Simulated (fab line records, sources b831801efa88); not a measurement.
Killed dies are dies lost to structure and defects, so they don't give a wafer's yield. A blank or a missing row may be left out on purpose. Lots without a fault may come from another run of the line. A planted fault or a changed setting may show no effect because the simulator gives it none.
A struck lot beside a sound one | flow sky130 | 16 steps out of a route of 708
Sound: wafers L355.1, L355.4, L355.6. Struck: wafers L358.3, L358.5, L358.6. The cause comes at the end.
At each step with rows: each side's tool, then ch and its chambers, then its first start. Under that, the readings that differ: sound wafers | struck wafers | difference of the means | sigmas: that difference in standard deviations of wafers without a fault.
alike: readings whose means differ by less than 2 such deviations, and words and numbers that are the same on both sides. not compared: withheld readings, readings that some wafer has no value for, bounds like >300 that may hide the same value, and numbers for which the record gives no deviation and whose values overlap.
The two part at a step that has a row with sigmas, a row that says differs or no value, or rows on one side only. Numbers that don't overlap but have no deviation are shown without sigmas and don't part them. A reading that every wafer of one side lacks parts them only if that side has two wafers or more.

first, 5 steps without rows for these wafers: SKY_SONOS_TUNNEL_COAT_02 (resist thk 1140 nm); SKY_SONOS_TUNNEL_SOFTBAKE_03 (time 60 s); SKY_SONOS_TUNNEL_EXPOSE_04 (exposes mask TUNM, target cd 410 nm); SKY_SONOS_TUNNEL_PEB_05; SKY_SONOS_TUNNEL_DEVELOP_06 (develop time 60 s).
SKY_SONOS_TUNNEL_CD_MEAS_07: target cd 410 nm.
  sound on cd_sem-01, day 14 09:37; struck on cd_sem-01, day 15 05:26
  reading    | sound             | struck            | difference | sigmas
  cd_nm (nm) | 406.0 406.4 408.1 | 413.9 410.5 412.9 | +5.6       | +3
SKY_SONOS_TUNNEL_OVL_MEAS_08:
  sound on overlay-02, day 14 09:44; struck on overlay-02, day 15 05:32
  alike: SONOS_TUNNEL_OVL
then, 3 steps without rows for these wafers: SKY_SONOS_TUNNEL_IMPLANT_09; SKY_SONOS_TUNNEL_WET_ETCH_10 (etches SiO2 in dHF, target depth 14 nm, time 280 s); SKY_SONOS_TUNNEL_STRIP_11 (strips in SPM, time 600 s).
SKY_SONOS_TUNNEL_TW_MEAS_12:
  sound on film_metro-02, day 14 10:11; struck on film_metro-02, day 15 06:01
  alike: SONOS_TUNNEL_TW
then, 1 step without rows for these wafers: SKY_SONOS_TUNNEL_CLEAN_13 (cleans in dHF, time 20 s).
SKY_SONOS_ONO_OXIDATION_00: stabilise 600 s, purge 300 s, target thk 2.6 nm.
  sound on furnace-01 ch 0, day 14 11:22; struck on furnace-01 ch 0, day 15 06:41
  reading                                          | sound                | struck               | difference | sigmas
  spike_tc_centre_C (C)                            | 800.8 801.3 800.7    | 805.4 804.1 805.4    | +4.0       | +3
  spike_tc_lower_C (C)                             | 799.6 799.6 798.9    | 802.4 802.8 803.9    | +3.7       | +4
  spike_tc_top_C (C)                               | 809.5 810.3 809.5    | 814.2 812.5 812.5    | +3.3       | +3
  spike_tc_upper_C (C)                             | 800.0 802.3 800.3    | 805.4 806.0 804.6    | +4.5       | +4
  tube_center_temp_C (C)                           | 800.14 800.06 800.02 | 803.82 803.79 803.82 | +3.74      | +51
  tube_center_temp_C_max                           | 802.3 801.7 802.5    | 806.2 806.6 805.8    | +4.0       | +11
  model.SiO2_of_SONOS_ONO_OXIDATION_00.thk_nm (nm) | 2.585 2.577 2.576    | 2.733 2.73 2.729     | +0.151     |
  alike: spike_tc_bottom_C, zone_power_upper_pct
SKY_SONOS_ONO_THK_MEAS_01:
  sound on film_metro-04, day 14 12:43; struck on film_metro-03, day 15 08:02
  reading                      | sound          | struck         | difference | sigmas
  SONOS_ONO_OXIDATION_THK (nm) | 2.60 2.62 2.58 | 2.71 2.80 2.74 | +0.15      | +3
then, 1 step without rows for these wafers: SKY_SONOS_ONO_CVD_02 (deposits Si3N4 from DCS/NH3, target thk 10.5 nm, time 180 s).
-- the record jumps here: 33 days lie between the struck wafers' starts before and after (it left off in module SONOS_ONO and takes up again in module PAD_OPEN, whose first step shown is number 708 of the route) --
SKY_PAD_OPEN_PROBE_99:
  sound on prober-02, day 47 21:52; struck on prober-01, day 48 15:48
  reading                           | sound               | struck               | difference | sigmas
  killed_at_contacts                | 31 39 32            | 24 20 25             | -11        | -2
  model.etest.sonos_erased.vt_v (V) | -2.375 -2.38 -2.336 | -2.219 -2.196 -2.172 | +0.168     |
  alike: killed_at_M0_to_M3, killed_at_M4_up, killed_at_front_end, killed_at_other, killed_dies, killed_open, killed_short

WHERE THEY PART
First at SKY_SONOS_TUNNEL_CD_MEAS_07; last, within this record, at SKY_PAD_OPEN_PROBE_99.

WHY: what the simulator had put in
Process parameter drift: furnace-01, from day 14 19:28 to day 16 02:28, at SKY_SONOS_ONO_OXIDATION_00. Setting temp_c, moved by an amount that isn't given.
